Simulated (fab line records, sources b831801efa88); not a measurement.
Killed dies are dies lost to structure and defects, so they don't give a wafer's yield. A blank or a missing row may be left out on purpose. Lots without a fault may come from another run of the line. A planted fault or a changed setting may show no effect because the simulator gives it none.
Which tool did it? | flow sky130 | 14 lots, 42 wafers sampled, at 6 steps of a route of 708

WHAT THE GAUGES READ, wafer by wafer
SKY_FIELD_ISO_THK_MEAS_23.
lot  | measured    | on            | FIELD_ISO_OXIDATION_01_THK (nm)
L305 | day 2 12:10 | film_metro-02 | 9.89 9.99 9.97
L306 | day 2 18:53 | film_metro-01 | 10.04 10.15 10.10
L307 | day 2 23:04 | film_metro-02 | 9.89 10.08 10.01
L308 | day 3 04:49 | film_metro-01 | 9.98 10.09 9.94
L309 | day 3 11:46 | film_metro-01 | 10.18 9.74 9.98
L310 | day 3 15:52 | film_metro-01 | 9.87 9.84 9.96
L311 | day 3 20:28 | film_metro-01 | 10.05 9.94 9.92
L319 | day 5 13:48 | film_metro-04 | 10.06 10.02 10.13
L320 | day 5 19:29 | film_metro-01 | 9.71 9.67 9.75
L321 | day 6 03:46 | film_metro-01 | 9.86 10.02 10.11
L322 | day 6 04:57 | film_metro-04 | 9.88 9.80 9.89
L323 | day 6 10:27 | film_metro-01 | 9.89 9.99 10.00
L325 | day 6 20:40 | film_metro-01 | 9.77 9.84 9.90
L327 | day 7 09:02 | film_metro-04 | 9.67 9.64 9.63

SKY_NWELL_RS_MEAS_31: measures by four-point-probe.
lot  | measured     | on            | PWDE_RS (ohm/sq)
L305 | day 5 13:24  | film_metro-01 | 5241 5247 5266
L306 | day 5 23:53  | film_metro-03 | 5235 5263 5249
L307 | day 6 01:20  | film_metro-03 | 5277 5270 5273
L308 | day 6 09:25  | film_metro-02 | 5289 5264 5263
L309 | day 6 14:06  | film_metro-03 | 5280 5311 5280
L310 | day 6 19:33  | film_metro-02 | 5253 5263 5248
L311 | day 7 03:36  | film_metro-03 | 5258 5265 5280
L319 | day 9 02:35  | film_metro-03 | 5276 5267 5295
L320 | day 9 09:32  | film_metro-02 | 5269 5291 5293
L321 | day 9 22:30  | film_metro-01 | 5284 5274 5272
L322 | day 9 22:52  | film_metro-02 | 5293 5293 5274
L323 | day 10 02:29 | film_metro-03 | 5251 5241 5249
L325 | day 10 14:56 | film_metro-02 | 5299 5294 5281
L327 | day 11 05:21 | film_metro-02 | 5290 5277 5272

SKY_VT_ADJUST_HVTP_TW_MEAS_11.
lot  | measured     | on            | VT_ADJUST_HVTP_TW
L305 | day 6 08:33  | film_metro-03 | 1329 1329 1331
L306 | day 6 18:13  | film_metro-02 | 1345 1342 1348
L307 | day 6 20:43  | film_metro-04 | 1360 1360 1349
L308 | day 7 05:22  | film_metro-02 | 1354 1342 1347
L309 | day 7 09:31  | film_metro-04 | 30 30 30
L310 | day 7 14:43  | film_metro-02 | 30 30 30
L311 | day 7 23:43  | film_metro-03 | 1331 1328 1340
L319 | day 10 00:22 | film_metro-04 | 1359 1365 1357
L320 | day 10 06:41 | film_metro-02 | 1341 1343 1340
L321 | day 10 20:22 | film_metro-04 | 1354 1364 1362
L322 | day 10 20:34 | film_metro-03 | 1323 1323 1320
L323 | day 11 00:28 | film_metro-04 | 1359 1351 1356
L325 | day 11 14:13 | film_metro-04 | 1350 1350 1343
L327 | day 12 05:31 | film_metro-04 | 1347 1352 1351

WHICH TOOL RAN EACH LOT (tool, then ch and the chambers of the sampled wafers, then the start)
lot  | SKY_PWDE_STRIP_09                   | SKY_NWELL_STRIP_25                   | SKY_VT_ADJUST_HVTP_STRIP_10
L305 | plasma_asher-02 ch 0,1, day 4 02:31 | plasma_asher-04 ch 0,1, day 5 12:49  | plasma_asher-03 ch 0,1, day 6 08:27
L306 | plasma_asher-04 ch 0,1, day 4 11:30 | plasma_asher-01 ch 0,1, day 5 23:17  | plasma_asher-02 ch 0,1, day 6 18:07
L307 | plasma_asher-02 ch 0,1, day 4 13:01 | plasma_asher-04 ch 0,1, day 6 00:47  | plasma_asher-02 ch 0,1, day 6 20:37
L308 | plasma_asher-01 ch 0,1, day 4 20:10 | plasma_asher-01 ch 0,1, day 6 08:50  | plasma_asher-02 ch 0,1, day 7 05:16
L309 | plasma_asher-01 ch 0,1, day 5 00:46 | plasma_asher-01 ch 0,1, day 6 13:33  | plasma_asher-01 ch 0,1, day 7 09:25
L310 | plasma_asher-04 ch 0,1, day 5 05:52 | plasma_asher-03 ch 0,1, day 6 19:00  | plasma_asher-02 ch 0,1, day 7 14:37
L311 | plasma_asher-01 ch 0,1, day 5 12:49 | plasma_asher-01 ch 0,1, day 7 03:03  | plasma_asher-03 ch 0,1, day 7 23:37
L319 | plasma_asher-02 ch 0,1, day 7 07:42 | plasma_asher-03 ch 0,1, day 9 02:01  | plasma_asher-03 ch 0,1, day 10 00:16
L320 | plasma_asher-01 ch 0,1, day 7 14:28 | plasma_asher-04 ch 1, day 9 08:58    | plasma_asher-03 ch 0,1, day 10 06:34
L321 | plasma_asher-04 ch 0, day 8 02:49   | plasma_asher-03 ch 1, day 9 21:57    | plasma_asher-01 ch 0,1, day 10 20:16
L322 | plasma_asher-02 ch 0,1, day 8 04:04 | plasma_asher-01 ch 0,1, day 9 22:19  | plasma_asher-02 ch 0,1, day 10 20:28
L323 | plasma_asher-04 ch 0,1, day 8 07:04 | plasma_asher-03 ch 0,1, day 10 01:53 | plasma_asher-03 ch 0,1, day 11 00:22
L325 | plasma_asher-04 ch 0,1, day 8 19:25 | plasma_asher-04 ch 0,1, day 10 14:23 | plasma_asher-02 ch 0,1, day 11 14:07
L327 | plasma_asher-01 ch 0,1, day 9 08:46 | plasma_asher-03 ch 0,1, day 11 04:46 | plasma_asher-02 ch 0,1, day 12 05:25
- SKY_PWDE_STRIP_09: strips in O2/N2.
- SKY_NWELL_STRIP_25: strips in O2/N2.
- SKY_VT_ADJUST_HVTP_STRIP_10: strips in O2/N2.

WHAT THE TOOLS THEMSELVES READ (means of the sampled wafers that have a number; where no wafer has one, the mark that the record gives instead)
SKY_PWDE_STRIP_09.
lot  | tool            | chamber_pressure_mTorr (mTorr) | drypump_motor_current_A (A) | oes_product_au (a.u.) | strip_time_to_endpoint_s (s)
L305 | plasma_asher-02 | 1500.0                         | 5.7                         | 0.725                 | 37.00
L306 | plasma_asher-04 | 1499.1                         | 6.3                         | 0.723                 | 36.84
L307 | plasma_asher-02 | 1500.2                         | 5.7                         | 0.728                 | 36.89
L308 | plasma_asher-01 | 1499.5                         | 5.3                         | 0.722                 | 36.88
L309 | plasma_asher-01 | 1500.4                         | 5.3                         | 0.725                 | 36.95
L310 | plasma_asher-04 | 1499.4                         | 6.3                         | 0.720                 | 37.08
L311 | plasma_asher-01 | 1499.2                         | 5.3                         | 0.722                 | 36.95
L319 | plasma_asher-02 | 1498.1                         | 5.7                         | 0.718                 | 36.72
L320 | plasma_asher-01 | 1499.0                         | 5.7                         | 0.723                 | 36.96
L321 | plasma_asher-04 | 1501.0                         | 6.5                         | 0.723                 | 36.93
L322 | plasma_asher-02 | 1499.3                         | 5.7                         | 0.720                 | 36.87
L323 | plasma_asher-04 | 1498.9                         | 6.3                         | 0.720                 | 36.99
L325 | plasma_asher-04 | 1500.3                         | 6.4                         | 0.721                 | 36.96
L327 | plasma_asher-01 | 1501.0                         | 5.7                         | 0.731                 | 37.10

SKY_NWELL_STRIP_25.
lot  | tool            | chamber_pressure_mTorr (mTorr) | drypump_motor_current_A (A) | oes_product_au (a.u.) | strip_time_to_endpoint_s (s)
L305 | plasma_asher-04 | 1499.6                         | 6.3                         | 0.721                 | 36.68
L306 | plasma_asher-01 | 1500.4                         | 5.3                         | 0.720                 | 36.82
L307 | plasma_asher-04 | 1499.0                         | 6.3                         | 0.720                 | 36.85
L308 | plasma_asher-01 | 1499.7                         | 5.3                         | 0.722                 | 37.04
L309 | plasma_asher-01 | -                              | -                           | -                     | -
L310 | plasma_asher-03 | -                              | -                           | -                     | -
L311 | plasma_asher-01 | 1499.5                         | 5.7                         | 0.722                 | 36.89
L319 | plasma_asher-03 | 1499.3                         | 5.5                         | 0.723                 | 36.89
L320 | plasma_asher-04 | 1502.3                         | 6.2                         | 0.720                 | 36.88
L321 | plasma_asher-03 | 1500.2                         | 5.5                         | 0.718                 | 37.05
L322 | plasma_asher-01 | 1499.5                         | 5.3                         | 0.723                 | 36.99
L323 | plasma_asher-03 | 1500.0                         | 5.6                         | 0.720                 | 36.91
L325 | plasma_asher-04 | 1504.4                         | 6.4                         | 0.726                 | 37.07
L327 | plasma_asher-03 | 1499.9                         | 5.7                         | 0.725                 | 36.95

SKY_VT_ADJUST_HVTP_STRIP_10.
lot  | tool            | chamber_pressure_mTorr (mTorr) | drypump_motor_current_A (A) | oes_product_au (a.u.) | strip_time_to_endpoint_s (s)
L305 | plasma_asher-03 | 1498.9                         | 5.5                         | 0.714                 | 14.17
L306 | plasma_asher-02 | 1501.1                         | 5.7                         | 0.717                 | 14.16
L307 | plasma_asher-02 | 1499.2                         | 5.7                         | 0.708                 | 14.17
L308 | plasma_asher-02 | 1501.1                         | 5.7                         | 0.717                 | 14.21
L309 | plasma_asher-01 | 1500.7                         | 5.3                         | 0.724                 | 58.65
L310 | plasma_asher-02 | 1501.2                         | 5.7                         | 0.732                 | 58.49
L311 | plasma_asher-03 | 1500.0                         | 5.7                         | 0.717                 | 14.15
L319 | plasma_asher-03 | 1498.9                         | 5.6                         | 0.720                 | 14.10
L320 | plasma_asher-03 | 1499.9                         | 5.6                         | 0.714                 | 14.17
L321 | plasma_asher-01 | 1500.8                         | 5.3                         | 0.718                 | 14.21
L322 | plasma_asher-02 | 1500.2                         | 5.7                         | 0.714                 | 14.15
L323 | plasma_asher-03 | 1500.4                         | 5.7                         | 0.711                 | 14.17
L325 | plasma_asher-02 | 1499.6                         | 5.7                         | 0.714                 | 14.13
L327 | plasma_asher-02 | 1500.4                         | 5.7                         | 0.710                 | 14.12

THE ANSWER, worked out from the rows above alone
Rule: what is usual is taken from the lots themselves. Put in order of their means at a reading, lots are off if they are a third of the lots or fewer, leave a main group of 4 or more, and stand apart from it by a gap of 3 or more times the standard deviation of the main group's means; of several such gaps the widest counts. A main group whose means are all the same, to the digits that the tables above print for the reading, isn't used. A lot without any number at a reading at which 4 lots or more have one is off too. The other lots that the step has rows for count as sound. The gauges are gone through in route order, then the tools' own readings, and for those a lot's mean is taken as printed above. The first step at which some lot is off is used, and at that step the reading that is off furthest; a lot without a number counts as furthest.
Off: L309, L310, at SKY_VT_ADJUST_HVTP_TW_MEAS_11 (VT_ADJUST_HVTP_TW). The main group: mean 1346, standard deviation 12.
A tool fits if, at a process step before that reading, it ran every lot that is off, and no sound lot after the first of them. The gauges at SKY_VT_ADJUST_HVTP_TW_MEAS_11 aren't tried: what is off there is off at SKY_NWELL_STRIP_25 too, on other tools, and a gauge's error can't cause that. None of those tried fits.

WHAT THE SIMULATOR HAD PUT IN
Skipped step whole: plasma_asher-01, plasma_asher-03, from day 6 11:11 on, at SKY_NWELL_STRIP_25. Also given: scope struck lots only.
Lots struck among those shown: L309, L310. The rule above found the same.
